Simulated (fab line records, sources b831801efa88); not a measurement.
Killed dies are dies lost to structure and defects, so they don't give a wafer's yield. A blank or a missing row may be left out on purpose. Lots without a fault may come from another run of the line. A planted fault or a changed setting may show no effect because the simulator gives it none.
Which tool did it? | flow sky130 | 12 lots, 35 wafers sampled, at 5 steps of a route of 708

WHAT THE GAUGES READ, wafer by wafer
SKY_VIA4_THK_MEAS_20: measures by xrf. Usual: VIA4_W_THK 515 nm, standard deviation 4.8.
lot  | measured     | on            | VIA4_W_THK (nm) | flag
L116 | day 43 00:04 | film_metro-03 | 514 519 517     |
L117 | day 43 11:55 | film_metro-04 | 517 516 509     |
L119 | day 44 08:37 | film_metro-01 | 512 514 513     |
L120 | day 44 14:28 | film_metro-03 | 520 518 522     |
L123 | day 45 01:01 | film_metro-03 | 525 519 521     |
L124 | day 45 04:59 | film_metro-04 | 510 515 516     |
L126 | day 45 21:05 | film_metro-01 | 510 512 515     |
L127 | day 45 23:42 | film_metro-03 | 517 519 515     |
L128 | day 46 03:33 | film_metro-04 | 525 521 521     |
L136 | day 48 07:08 | film_metro-03 | 515 513         |
L137 | day 48 09:46 | film_metro-01 | 519 524 513     |
L138 | day 48 18:23 | film_metro-01 | 517 515 513     |

SKY_PASSIVATION_THK_MEAS_03. Usual: PASSIVATION_CVD_02_THK 540 nm, standard deviation 7.2.
lot  | measured     | on            | PASSIVATION_CVD_02_THK (nm) | flag
L116 | day 44 01:05 | film_metro-02 | 540 553 543                 |
L117 | day 44 11:48 | film_metro-02 | 545 553 531                 |
L119 | day 45 08:05 | film_metro-02 | 534 547 535                 |
L120 | day 45 12:25 | film_metro-03 | 532 541 545                 |
L123 | day 45 23:35 | film_metro-02 | 524 536 549                 |
L124 | day 46 03:09 | film_metro-04 | 541 549 557                 |
L126 | day 46 18:58 | film_metro-03 | 535 545 540                 |
L127 | day 46 21:25 | film_metro-02 | 540 537 550                 |
L128 | day 47 01:34 | film_metro-04 | 540 540 554                 |
L136 | day 49 02:55 | film_metro-04 | 591 603                     | OFF
L137 | day 49 05:41 | film_metro-03 | 591 599 583                 | OFF
L138 | day 49 13:40 | film_metro-02 | 525 539 542                 |

WHICH TOOL RAN EACH LOT (tool, then ch and the chambers of the sampled wafers, then the start)
lot  | SKY_METAL4_ETCH_16                | SKY_METAL5_SPUTTER_03        | SKY_PASSIVATION_CVD_02
L116 | rie_metal-02 ch 0,1, day 41 22:40 | pvd_sputter-04, day 43 00:35 | pecvd-02 ch 0,1, day 44 00:51
L117 | rie_metal-02 ch 0,1, day 42 11:28 | pvd_sputter-01, day 43 12:23 | pecvd-04 ch 0,1, day 44 11:34
L119 | rie_metal-03 ch 0,1, day 43 07:13 | pvd_sputter-02, day 44 09:04 | pecvd-02 ch 0,1,2, day 45 07:52
L120 | rie_metal-02 ch 0,1, day 43 13:53 | pvd_sputter-01, day 44 14:55 | pecvd-02 ch 0,2, day 45 12:11
L123 | rie_metal-01 ch 0,1, day 44 00:28 | pvd_sputter-01, day 45 01:28 | pecvd-04 ch 0,1, day 45 23:14
L124 | rie_metal-02 ch 0,1, day 44 05:04 | pvd_sputter-04, day 45 05:26 | pecvd-02 ch 0,1, day 46 02:55
L126 | rie_metal-03 ch 0,1, day 44 21:24 | pvd_sputter-01, day 45 21:32 | pecvd-04 ch 0,1,2, day 46 18:43
L127 | rie_metal-01 ch 0,1, day 44 23:50 | pvd_sputter-01, day 46 00:17 | pecvd-02 ch 0,1, day 46 21:12
L128 | rie_metal-03 ch 0, day 45 04:48   | pvd_sputter-02, day 46 04:09 | pecvd-04 ch 1,2, day 47 01:20
L136 | rie_metal-03 ch 0,1, day 47 08:49 | pvd_sputter-01, day 48 07:50 | pecvd-04 ch 1, day 49 02:34
L137 | rie_metal-02 ch 0,1, day 47 12:59 | pvd_sputter-01, day 48 10:13 | pecvd-04 ch 0,1, day 49 05:20
L138 | rie_metal-01 ch 0,1, day 47 21:07 | pvd_sputter-04, day 48 19:00 | pecvd-02 ch 0,2, day 49 13:25
- SKY_METAL4_ETCH_16: etches BARC in N2/H2, stops on SiO2, time 88.2 s, target depth 60 nm.
- SKY_METAL5_SPUTTER_03: material Ti, target thk 5 nm, time 3.3 s.
- SKY_PASSIVATION_CVD_02: deposits Si3N4, target thk 540 nm.

WHAT THE TOOLS THEMSELVES READ (means of the sampled wafers that have a number; where no wafer has one, the mark that the record gives instead)
SKY_METAL4_ETCH_16. Usual: drypump_motor_current_A 5.81 A, standard deviation 0.29; oes_product_au 0.626 a.u., standard deviation 0.0044; throttle_valve_pct 13.203 %, standard deviation 0.0089.
lot  | tool         | drypump_motor_current_A (A) | oes_product_au (a.u.) | throttle_valve_pct (%) | flag
L116 | rie_metal-02 | 6.12                        | 0.631                 | 13.193                 |
L117 | rie_metal-02 | 6.14                        | 0.627                 | 13.196                 |
L119 | rie_metal-03 | 5.68                        | 0.627                 | 13.197                 |
L120 | rie_metal-02 | 6.15                        | 0.622                 | 13.197                 |
L123 | rie_metal-01 | 5.46                        | 0.625                 | 13.200                 |
L124 | rie_metal-02 | 6.14                        | 0.629                 | 13.210                 |
L126 | rie_metal-03 | 5.67                        | 0.621                 | 13.206                 |
L127 | rie_metal-01 | 5.57                        | 0.627                 | 13.217                 |
L128 | rie_metal-03 | 5.82                        | 0.624                 | 13.198                 |
L136 | rie_metal-03 | 5.69                        | 0.626                 | 13.201                 |
L137 | rie_metal-02 | 6.15                        | 0.625                 | 13.206                 |
L138 | rie_metal-01 | 5.47                        | 0.628                 | 13.208                 |

SKY_METAL5_SPUTTER_03. Usual: throttle_valve_pct 30.6 %, standard deviation 0.86.
lot  | tool           | throttle_valve_pct (%) | flag
L116 | pvd_sputter-04 | 31.0                   |
L117 | pvd_sputter-01 | 30.7                   |
L119 | pvd_sputter-02 | 29.7                   |
L120 | pvd_sputter-01 | 30.6                   |
L123 | pvd_sputter-01 | 31.1                   |
L124 | pvd_sputter-04 | 31.8                   |
L126 | pvd_sputter-01 | 30.0                   |
L127 | pvd_sputter-01 | 30.5                   |
L128 | pvd_sputter-02 | 30.4                   |
L136 | pvd_sputter-01 | 30.9                   |
L137 | pvd_sputter-01 | 30.4                   |
L138 | pvd_sputter-04 | 30.7                   |

SKY_PASSIVATION_CVD_02. Usual: heater_power_w 711 W, standard deviation 87; rf_fwd_power_W 449.1 W, standard deviation 1.4.
lot  | tool     | heater_power_w (W) | rf_fwd_power_W (W) | flag
L116 | pecvd-02 | 677                | 448.8              |
L117 | pecvd-04 | 697                | 449.5              |
L119 | pecvd-02 | 730                | 448.8              |
L120 | pecvd-02 | 807                | 450.0              |
L123 | pecvd-04 | 712                | 451.2              |
L124 | pecvd-02 | 682                | 448.9              |
L126 | pecvd-04 | 698                | 448.7              |
L127 | pecvd-02 | 661                | 449.6              |
L128 | pecvd-04 | 697                | 450.0              |
L136 | pecvd-04 | 644                | 628.5              | OFF
L137 | pecvd-04 | 643                | 628.6              | OFF
L138 | pecvd-02 | 803                | 447.3              |

THE ANSWER, worked out from the rows above alone
Rule: a lot is off if the mean of its wafers that have a number lies more than 3 standard deviations from the usual mean. A lot without any number at a reading at which 4 lots or more have one is off too. The other lots that the step has rows for count as sound. The gauges are gone through in route order, then the tools' own readings, and for those a lot's mean is taken as printed above. The first step at which some lot is off is used, and at that step the reading that is off furthest; a lot without a number counts as furthest.
Off: L136, L137, at SKY_PASSIVATION_THK_MEAS_03 (PASSIVATION_CVD_02_THK).
A tool fits if, at a process step before that reading, it ran every lot that is off, and no sound lot after the first of them. The gauges at SKY_PASSIVATION_THK_MEAS_03 aren't tried: what is off there is off at SKY_PASSIVATION_CVD_02 too, on other tools, and a gauge's error can't cause that. Can't be told from this: 2 tools fit, pvd_sputter-01 at SKY_METAL5_SPUTTER_03, pecvd-04 at SKY_PASSIVATION_CVD_02.

WHAT THE SIMULATOR HAD PUT IN
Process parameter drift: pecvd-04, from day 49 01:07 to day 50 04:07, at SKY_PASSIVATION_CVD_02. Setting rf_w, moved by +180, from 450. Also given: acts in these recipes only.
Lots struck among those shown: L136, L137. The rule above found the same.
